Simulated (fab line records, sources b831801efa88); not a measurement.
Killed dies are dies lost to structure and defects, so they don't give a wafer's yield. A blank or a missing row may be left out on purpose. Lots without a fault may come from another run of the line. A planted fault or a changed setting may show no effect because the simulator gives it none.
fab line records | flow sky130
record lots=6 wafers=18 last_day=50
route steps=708 shown VT_ADJUST_NCORE@128 VT_ADJUST_HVTR@131 VT_ADJUST_PCH@143 PAD_OPEN@708
lots that met no fault: from a run of the same line without faults
start_h: hours from the record's first day to the start of the lot's first wafer shown | wait_h: hours since the lot's step before | " the same as in the row above | L1.1+2: a row that stands for several wafers | - no value, or no start given | * or withheld: withheld | < > ~ a bound
route shown NAME@n: a module of which the file shows steps, and the number in the route of the first | usual: mean/standard deviation of fault-free wafers | same: alike in all rows | chamber/n: place in a boat | sites: the reading at each site | _std_site: their standard deviation | _edge_site: outer sites' mean less inner sites' | radius_mm: how far each site lies from the wafer's centre | mask NAME#n: copy n | behind: the tool/chamber that last shaped the wafer | hold: why the lot was held/for how many hours/how that ended | device: the transistor (n, p or np) that didn't switch | end of line: the same wafers' tests at the end of the route | a step without rows: its recipe alone | killed: dies lost to structure and defects at the first sort, not the wafer's yield | map: a wafer's dies, x killed, . not, _ none there
set.NAME: the setting as run; set.NAME@STEP: as run at that earlier step | model.NAME: the simulator's own value behind a step, which no gauge read
lots at some steps of the route; a table a step, a row a wafer
services: from which hour (start_h, from the record's first day; less than 0 if before it) a tool's chamber was out of use, for how many hours, and why
## steps
# step SKY_VT_ADJUST_NCORE_IMPLANT_09
# recipe species=B energy_kev=10 dose_cm2=2.4e+12 tilt_deg=withheld
# step SKY_VT_ADJUST_NCORE_STRIP_10
# recipe chemistry=O2/N2 power_w=1400 pressure_mtorr=1500 platen_temp_c=withheld o2_flow_sccm=3000 n2_flow_sccm=300 overash_fraction=0.5
# usual drypump_motor_current_A=5.92/0.29 n2_flow_sccm=300.2/0.92 oes_product_au=0.716/0.0048 strip_time_to_endpoint_s=14.21/0.039
# columns lot.wafer tool chamber start_h wait_h drypump_motor_current_A n2_flow_sccm oes_product_au rf_hours_counter_h strip_time_to_endpoint_s
L739.1 plasma_asher-01 0 185.98 0.1 6.21 300.0 0.707 36 14.20
L739.3 " 0 " " 6.19 298.8 0.722 - 14.19
L739.5 " 1 " " 5.56 300.3 0.724 - 14.25
L743.2 plasma_asher-01 1 216.05 0.1 5.57 300.6 0.726 39 14.24
L743.4 " 1 " " 5.56 300.4 0.711 - 14.28
L743.6 " 0 " " 6.21 300.7 0.715 - 14.27
L749.2 plasma_asher-03 1 258.81 0.1 6.37 302.2 0.713 57 14.17
L749.5 " 0 " " 5.57 301.0 0.718 - 14.21
L749.6 " 1 " " 6.35 301.4 0.718 - 14.17
L752.1 plasma_asher-01 0 282.63 0.1 6.20 299.8 0.717 45 14.17
L752.3 " 0 " " 6.19 298.5 0.723 - 14.17
L752.6 " 1 " " 5.57 298.5 0.717 - 14.22
L756.1 plasma_asher-03 0 309.15 0.1 5.55 298.7 0.715 61 14.14
L756.2 " 1 " " 6.33 301.0 0.711 61 14.15
L756.4 " 0 " " 5.54 300.6 0.713 - 14.20
L760.1 plasma_asher-03 1 346.50 0.1 6.33 299.3 0.714 65 14.25
L760.2 " 0 " " 5.58 300.0 0.724 65 14.23
L760.4 " 0 " " 5.57 300.7 0.713 - 14.25
# step SKY_VT_ADJUST_NCORE_TW_MEAS_11
# usual VT_ADJUST_NCORE_TW=217.0/1.6
# columns lot.wafer tool chamber start_h wait_h VT_ADJUST_NCORE_TW
L739.1 film_metro-03 - 186.08 0.1 217.0
L739.3 " - " " 216.4
L739.5 " - " " 217.1
L743.2 film_metro-01 - 216.16 0.1 216.8
L743.4 " - " " 216.5
L743.6 " - " " 217.6
L749.2 film_metro-02 - 258.92 0.1 220.6
L749.5 " - " " 220.5
L749.6 " - " " 221.1
L752.1 film_metro-02 - 282.73 0.1 220.8
L752.3 " - " " 220.4
L752.6 " - " " 219.3
L756.1 film_metro-03 - 309.25 0.1 217.1
L756.2 " - " " 216.9
L756.4 " - " " 216.5
L760.1 film_metro-01 - 346.60 0.1 217.9
L760.2 " - " " 217.2
L760.4 " - " " 218.6
# step SKY_VT_ADJUST_HVTR_DEHYDRATE_00
# recipe temp_c=200 time_s=60
# step SKY_VT_ADJUST_HVTR_HMDS_01
# recipe prime_time_s=60 prime_temp_c=120
# step SKY_VT_ADJUST_HVTR_COAT_02
# recipe resist=NOVOLAK spin_rpm=3000 resist_thk_nm=1140
# step SKY_VT_ADJUST_HVTR_SOFTBAKE_03
# recipe temp_c=90 time_s=60 resist=NOVOLAK
# step SKY_VT_ADJUST_HVTR_EXPOSE_04
# recipe mask_id=HVTRM target_cd_nm=380 na=0.6 source_shape=conventional sigma_outer=0.6 dose_mj=150
# step SKY_VT_ADJUST_HVTR_PEB_05
# recipe temp_c=withheld time_s=* resist=NOVOLAK
# step SKY_VT_ADJUST_HVTR_DEVELOP_06
# recipe develop_time_s=60 dev_temp_c=23
# step SKY_VT_ADJUST_HVTR_CD_MEAS_07
# recipe target_cd_nm=380
# usual cd_nm=380.7/2.1
# columns lot.wafer tool chamber start_h wait_h cd_nm
L739.1 cd_sem-01 - 207.20 0.1 377.6
L739.3 " - " " 379.7
L739.5 " - " " 381.4
L743.2 cd_sem-02 - 238.91 0.1 380.8
L743.4 " - " " 382.5
L743.6 " - " " 383.8
L749.2 cd_sem-02 - 283.22 0.1 382.1
L749.5 " - " " 381.4
L749.6 " - " " 382.5
L752.1 cd_sem-01 - 307.79 0.1 378.8
L752.3 " - " " 381.0
L752.6 " - " " 380.0
L756.1 cd_sem-01 - 335.54 0.1 383.5
L756.2 " - " " 383.6
L756.4 " - " " 383.7
L760.1 cd_sem-01 - 374.90 0.1 381.9
L760.2 " - " " 379.9
L760.4 " - " " 382.5
# step SKY_VT_ADJUST_HVTR_OVL_MEAS_08
# usual VT_ADJUST_HVTR_OVL=0.4/1.5
# columns lot.wafer tool chamber start_h wait_h VT_ADJUST_HVTR_OVL[nm]
L739.1 overlay-01 - 207.32 0.1 -1.5
L739.3 " - " " -0.4
L739.5 " - " " -1.9
L743.2 overlay-02 - 239.01 0.1 -1.2
L743.4 " - " " -0.4
L743.6 " - " " 0.6
L749.2 overlay-02 - 283.33 0.1 -1.0
L749.5 " - " " -0.2
L749.6 " - " " -0.9
L752.1 overlay-01 - 307.91 0.1 1.7
L752.3 " - " " 2.8
L752.6 " - " " 0.2
L756.1 overlay-01 - 335.66 0.1 1.1
L756.2 " - " " -0.1
L756.4 " - " " 3.0
L760.1 overlay-02 - 375.02 0.1 -0.4
L760.2 " - " " -1.9
L760.4 " - " " 0.2
# step SKY_VT_ADJUST_HVTR_IMPLANT_09
# recipe species=B energy_kev=10 dose_cm2=2.1e+12 tilt_deg=withheld
# usual dose_ions_cm2=2.1004e+12/2.2e+09 faraday_current_uA=11.85/0.25
# columns lot.wafer tool chamber start_h wait_h dose_ions_cm2 faraday_current_uA
L739.1 implanter-02 0 207.35 0.0 2.0994e+12 12.08
L739.3 " 0 " " 2.1018e+12 11.51
L739.5 " 0 " " 2.0992e+12 11.82
L743.2 implanter-04 0 239.07 0.0 2.0993e+12 11.61
L743.4 " 0 " " 2.1022e+12 12.26
L743.6 " 0 " " 2.0979e+12 11.54
L749.2 implanter-02 0 283.38 0.0 8.879e+11 4.95
L749.5 " 0 " " 8.876e+11 4.84
L749.6 " 0 " " 8.848e+11 5.03
L752.1 implanter-02 0 307.95 0.0 8.847e+11 4.86
L752.3 " 0 " " 8.852e+11 5.02
L752.6 " 0 " " 8.882e+11 4.99
L756.1 implanter-04 0 335.69 0.0 2.0976e+12 11.57
L756.2 " 0 " " 2.1002e+12 11.81
L756.4 " 0 " " 2.0999e+12 11.98
L760.1 implanter-04 0 375.06 0.0 2.0989e+12 11.87
L760.2 " 0 " " 2.1031e+12 11.60
L760.4 " 0 " " 2.1008e+12 11.77
# step SKY_VT_ADJUST_HVTR_STRIP_10
# recipe chemistry=O2/N2 power_w=1400 pressure_mtorr=1500 platen_temp_c=withheld o2_flow_sccm=3000 n2_flow_sccm=300 overash_fraction=0.5
# usual drypump_motor_current_A=5.7/0.47 n2_flow_sccm=299.9/0.83 oes_product_au=0.716/0.005 strip_time_to_endpoint_s=14.18/0.042
# columns lot.wafer tool chamber start_h wait_h drypump_motor_current_A n2_flow_sccm oes_product_au rf_hours_counter_h strip_time_to_endpoint_s
L739.1 plasma_asher-01 0 207.50 0.1 6.2 299.0 0.707 38 14.09
L739.3 " 0 " " 6.2 298.7 0.718 - 14.10
L739.5 " 0 " " 6.2 300.7 0.717 - 14.11
L743.2 plasma_asher-03 0 239.19 0.1 5.5 299.8 0.714 55 14.16
L743.4 " 0 " " 5.6 300.4 0.721 - 14.18
L743.6 " 1 " " 6.3 300.8 0.720 - 14.18
L749.2 plasma_asher-01 0 283.51 0.1 6.2 301.6 0.712 45 14.24
L749.5 " 0 " " 6.2 299.4 0.714 - 14.18
L749.6 " 1 " " 5.6 300.2 0.718 - 14.20
L752.1 plasma_asher-01 0 308.10 0.1 6.2 299.9 0.712 48 14.18
L752.3 " 0 " " 6.2 299.9 0.717 - 14.22
L752.6 " 1 " " 5.6 300.2 0.713 - 14.23
L756.1 plasma_asher-01 1 335.84 0.1 5.6 299.8 0.712 51 14.23
L756.2 " 0 " " 6.2 298.7 0.712 51 14.28
L756.4 " 1 " " 5.6 299.8 0.727 - 14.20
L760.1 plasma_asher-01 0 375.21 0.1 6.2 299.3 0.719 55 14.22
L760.2 " 1 " " 5.6 299.1 0.729 55 14.21
L760.4 " 0 " " 6.2 300.8 0.711 - 14.18
# step SKY_VT_ADJUST_HVTR_TW_MEAS_11
# usual VT_ADJUST_HVTR_TW=211.1/2.4
# columns lot.wafer tool chamber start_h wait_h VT_ADJUST_HVTR_TW
L739.1 film_metro-04 - 207.60 0.1 214.7
L739.3 " - " " 213.6
L739.5 " - " " 213.6
L743.2 film_metro-03 - 239.30 0.1 210.0
L743.4 " - " " 210.4
L743.6 " - " " 210.0
L749.2 film_metro-03 - 283.62 0.1 164.5
L749.5 " - " " 163.7
L749.6 " - " " 163.4
L752.1 film_metro-04 - 308.20 0.1 168.0
L752.3 " - " " 168.1
L752.6 " - " " 168.5
L756.1 film_metro-04 - 335.94 0.1 213.5
L756.2 " - " " 213.5
L756.4 " - " " 215.0
L760.1 film_metro-02 - 375.31 0.1 211.7
L760.2 " - " " 212.9
L760.4 " - " " 211.6
# step SKY_VT_ADJUST_PCH_DEHYDRATE_00
# recipe temp_c=200 time_s=60
# step SKY_PAD_OPEN_PROBE_99
# usual killed_at_M0_to_M3=45/7.9 killed_at_M4_up=2.9/1.8 killed_at_contacts=25/5.5 killed_at_front_end=16/4.4 killed_at_other=0.3/0.58 killed_dies=89/9.4 killed_open=49/6.8 killed_short=40/6.3
# same gross_dies=492 killed_at_back_side=0
# columns lot.wafer tool chamber start_h wait_h killed_at_M0_to_M3 killed_at_M4_up killed_at_contacts killed_at_front_end killed_at_other killed_dies killed_open killed_short model.etest.pfet_01v8_mvt.drive_ua_um model.etest.pfet_01v8_mvt.off_log10_a_um model.etest.pfet_01v8_mvt.vt_sat_v model.etest.pfet_01v8_mvt.vt_v model.etest.pfet_01v8_mvt.vt_long_v
L739.1 prober-02 - 1074.47 0.1 43 4 24 20 0 91 47 43 152.4 -10.81 -0.5754 -0.6639 -0.8676
L739.3 prober-02 - 1074.57 0.2 36 7 27 10 0 80 41 39 153.9 -10.65 -0.5656 -0.6558 -0.8649
L739.5 prober-02 - 1074.67 0.2 32 7 24 18 0 81 43 38 150.6 -10.91 -0.5749 -0.6624 -0.8747
L743.2 prober-02 - 1102.92 0.1 49 5 27 11 0 92 54 38 154.2 -10.25 -0.535 -0.6222 -0.8308
L743.4 prober-02 - 1103.02 0.2 39 6 26 8 0 79 43 36 149.8 -10.36 -0.5535 -0.6359 -0.8346
L743.6 prober-02 - 1103.12 0.2 37 1 15 25 0 78 41 37 152.7 -10.11 -0.537 -0.6212 -0.8294
L749.2 prober-02 - 1137.81 0.1 28 3 27 13 1 72 39 33 130.9 -12.57 -0.7364 -0.794 -0.9914
L749.5 prober-02 - 1137.96 0.2 52 4 21 7 0 84 46 38 127.2 -12.67 -0.7397 -0.7975 -0.9949
L749.6 prober-02 - 1138.01 0.2 33 4 18 21 2 78 41 37 129.7 -12.58 -0.732 -0.7931 -0.9949
L752.1 prober-02 - 1156.26 0.1 43 5 29 10 0 87 51 36 126.8 -12.62 -0.7467 -0.8066 -1
L752.3 prober-02 - 1156.36 0.2 48 1 26 16 1 92 54 38 127.2 -12.65 -0.7455 -0.8016 -0.9963
L752.6 prober-02 - 1156.51 0.2 38 3 24 10 0 75 34 41 124.3 -12.84 -0.7501 -0.8097 -0.9986
L756.1 prober-02 - 1175.89 0.1 59 4 24 20 0 107 51 56 148.1 -10.84 -0.5817 -0.6657 -0.8718
L756.2 prober-02 - 1175.94 0.1 56 7 25 13 2 103 51 51 149.7 -10.76 -0.5764 -0.6646 -0.8713
L756.4 prober-02 - 1176.04 0.2 49 2 21 17 0 89 61 28 149.6 -10.8 -0.5817 -0.6672 -0.8733
L760.1 prober-02 - 1210.83 0.1 39 1 25 19 0 84 46 38 148.5 -10.97 -0.579 -0.6696 -0.8784
L760.2 prober-02 - 1210.88 0.1 41 3 37 10 0 91 48 43 154 -11.14 -0.5777 -0.6654 -0.8768
L760.4 prober-02 - 1210.98 0.2 56 2 26 19 0 103 63 39 153.1 -10.92 -0.5851 -0.6763 -0.8806
# killed by level:class
L739.1 LI_CONTACT:geometric_particle:open=10 METAL1:geometric_particle:short=7 VIA3:geometric_particle:open=7 POLY_GATE:geometric_particle:open=6 VIA1:geometric_particle:short=6 VIA1:geometric_particle:open=6 POLY_GATE:geometric_particle:short=5 LOCAL_INTERCONNECT:geometric_particle:short=4
L739.3 VIA3:geometric_particle:open=9 LI_CONTACT:geometric_particle:open=8 VIA1:geometric_particle:open=7 LI_CONTACT:geometric_particle:short=5 CONTACT:geometric_particle:short=5 CONTACT:geometric_particle:open=5 METAL1:geometric_particle:short=5 METAL4:geometric_particle:short=5
L739.5 CONTACT:geometric_particle:open=9 VIA1:geometric_particle:open=8 FIELD_ISO:geometric_particle:open=6 LI_CONTACT:geometric_particle:open=5 METAL2:geometric_particle:short=5 POLY_GATE:geometric_particle:short=4 LI_CONTACT:geometric_particle:short=4 CONTACT:geometric_particle:short=4
L743.2 CONTACT:geometric_particle:open=13 VIA2:geometric_particle:open=13 VIA1:geometric_particle:open=6 LOCAL_INTERCONNECT:geometric_particle:short=5 VIA2:geometric_particle:short=5 VIA3:geometric_particle:open=5 POLY_GATE:geometric_particle:open=4 METAL3:geometric_particle:short=4
L743.4 VIA2:geometric_particle:open=9 VIA1:geometric_particle:open=8 CONTACT:geometric_particle:open=8 CONTACT:geometric_particle:short=7 METAL1:geometric_particle:short=5 VIA3:geometric_particle:open=5 METAL4:geometric_particle:short=5 LOCAL_INTERCONNECT:geometric_particle:short=4
L743.6 METAL2:geometric_particle:short=10 CONTACT:geometric_particle:open=8 FIELD_ISO:geometric_particle:open=7 VIA1:geometric_particle:open=7 POLY_GATE:geometric_particle:short=4 POLY_GATE:geometric_particle:open=4 SPACER:geometric_particle:short=4 VIA3:geometric_particle:short=4
L749.2 CONTACT:geometric_particle:open=11 LI_CONTACT:geometric_particle:open=8 VIA1:geometric_particle:open=6 METAL1:geometric_particle:short=5 VIA2:geometric_particle:open=4 VIA1:geometric_particle:short=4 POLY_CUT:geometric_particle:open=3 LI_CONTACT:geometric_particle:short=3
L749.5 LI_CONTACT:geometric_particle:open=12 VIA2:geometric_particle:open=10 VIA1:geometric_particle:open=8 METAL2:geometric_particle:short=8 VIA1:geometric_particle:short=7 METAL3:geometric_particle:short=5 VIA3:geometric_particle:open=5 LI_CONTACT:geometric_particle:short=3
L749.6 VIA1:geometric_particle:open=11 FIELD_ISO:geometric_particle:open=7 LI_CONTACT:geometric_particle:open=7 VIA1:geometric_particle:short=5 LOCAL_INTERCONNECT:geometric_particle:short=4 METAL2:geometric_particle:short=4 FIELD_ISO:geometric_particle:short=3 SONOS_ONO:geometric_particle:short=3
L752.1 CONTACT:geometric_particle:open=15 VIA1:geometric_particle:open=9 VIA3:geometric_particle:open=8 METAL2:geometric_particle:short=7 LI_CONTACT:geometric_particle:open=6 VIA2:geometric_particle:open=6 FIELD_ISO:geometric_particle:open=5 METAL4:geometric_particle:short=5
L752.3 CONTACT:geometric_particle:open=17 VIA1:geometric_particle:open=10 METAL1:geometric_particle:short=6 VIA3:geometric_particle:open=6 POLY_GATE:geometric_particle:short=5 VIA1:geometric_particle:short=5 VIA2:geometric_particle:open=5 METAL2:geometric_particle:short=4
L752.6 CONTACT:geometric_particle:open=11 METAL1:geometric_particle:short=7 VIA1:geometric_particle:open=7 POLY_GATE:geometric_particle:short=6 CONTACT:geometric_particle:short=6 LI_CONTACT:geometric_particle:open=5 METAL2:geometric_particle:short=5 VIA3:geometric_particle:open=4
L756.1 VIA2:geometric_particle:open=16 CONTACT:geometric_particle:open=11 FIELD_ISO:geometric_particle:short=10 METAL2:geometric_particle:short=10 METAL1:geometric_particle:short=8 VIA1:geometric_particle:short=7 LI_CONTACT:geometric_particle:open=6 VIA1:geometric_particle:open=6
L756.2 VIA1:geometric_particle:open=11 METAL2:geometric_particle:short=11 CONTACT:geometric_particle:open=9 LI_CONTACT:geometric_particle:open=8 VIA1:geometric_particle:short=8 METAL4:geometric_particle:short=6 VIA2:geometric_particle:open=6 VIA3:geometric_particle:open=5
L756.4 VIA1:geometric_particle:open=18 LI_CONTACT:geometric_particle:open=8 VIA1:geometric_particle:short=7 FIELD_ISO:geometric_particle:open=6 CONTACT:geometric_particle:open=6 VIA2:geometric_particle:open=6 METAL2:geometric_particle:short=5 VIA3:geometric_particle:open=5
L760.1 FIELD_ISO:geometric_particle:open=10 CONTACT:geometric_particle:open=8 METAL1:geometric_particle:short=7 LI_CONTACT:geometric_particle:open=6 VIA2:geometric_particle:open=6 VIA1:geometric_particle:open=6 FIELD_ISO:geometric_particle:short=5 CONTACT:geometric_particle:short=5
L760.2 VIA1:geometric_particle:open=14 CONTACT:geometric_particle:open=12 LOCAL_INTERCONNECT:geometric_particle:short=9 LI_CONTACT:geometric_particle:short=6 LI_CONTACT:geometric_particle:open=6 METAL1:geometric_particle:short=5 VIA3:geometric_particle:short=5 VIA3:geometric_particle:open=5
L760.4 VIA1:geometric_particle:open=21 LI_CONTACT:geometric_particle:open=10 VIA3:geometric_particle:open=7 CONTACT:geometric_particle:open=7 CONTACT:geometric_particle:short=5 FIELD_ISO:geometric_particle:short=4 FIELD_ISO:geometric_particle:open=4 POLY_GATE:geometric_particle:short=4
## services
# columns tool chamber start_h hours kind
implanter-02 - 177.51 2.5 repair
implanter-04 - 180.61 6.0 repair
plasma_asher-01 - 210.37 3.9 repair
plasma_asher-03 - 214.46 12.2 repair
implanter-04 - 223.65 6.5 repair
implanter-02 - 289.32 6.4 repair
plasma_asher-03 - 296.54 0.3 repair
implanter-02 - 305.97 0.5 repair
implanter-02 - 332.93 4.2 pm
## key
first_sign step=SKY_VT_ADJUST_HVTR_IMPLANT_09 reading=dose_ions_cm2 direction=down sigmas=99+ usual=* struck=*
effect step=SKY_VT_ADJUST_HVTR_IMPLANT_09 reading=faraday_current_uA direction=down sigmas=28 usual=11.85 struck=4.95
effect step=SKY_VT_ADJUST_HVTR_TW_MEAS_11 reading=VT_ADJUST_HVTR_TW direction=down sigmas=19 usual=211.1 struck=166.0 through=control_loop
model_effect step=SKY_PAD_OPEN_PROBE_99 value=etest.pfet_01v8_mvt.drive_ua_um without=149.6 struck=127.7
met_at SKY_VT_ADJUST_HVTR_IMPLANT_09
struck_wafers L749.2,L749.5,L749.6,L752.1,L752.3,L752.6
tester_left_out L749,L752
loop_trim step=SKY_VT_ADJUST_HVTR_EXPOSE_04 setting=dose lots=L752
onset_between 207.35 283.38
fault kind=process_parameter_drift tool=implanter-02 chamber=- onset_h=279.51 steps=SKY_VT_ADJUST_HVTR_IMPLANT_09 channel=dose_cm2 offset=* shape=step end_h=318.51 acts_in=* stated=*
# tester_left_out: of these lots the tester's yield and bins aren't shown, on N5 and GAA mostly nor the transistor test; their killed dies are dies lost to structure and defects alone, not to doping, threshold or leakage, so they don't give the yield
# loop_trim: a control loop set the setting to another value than it would have without faults
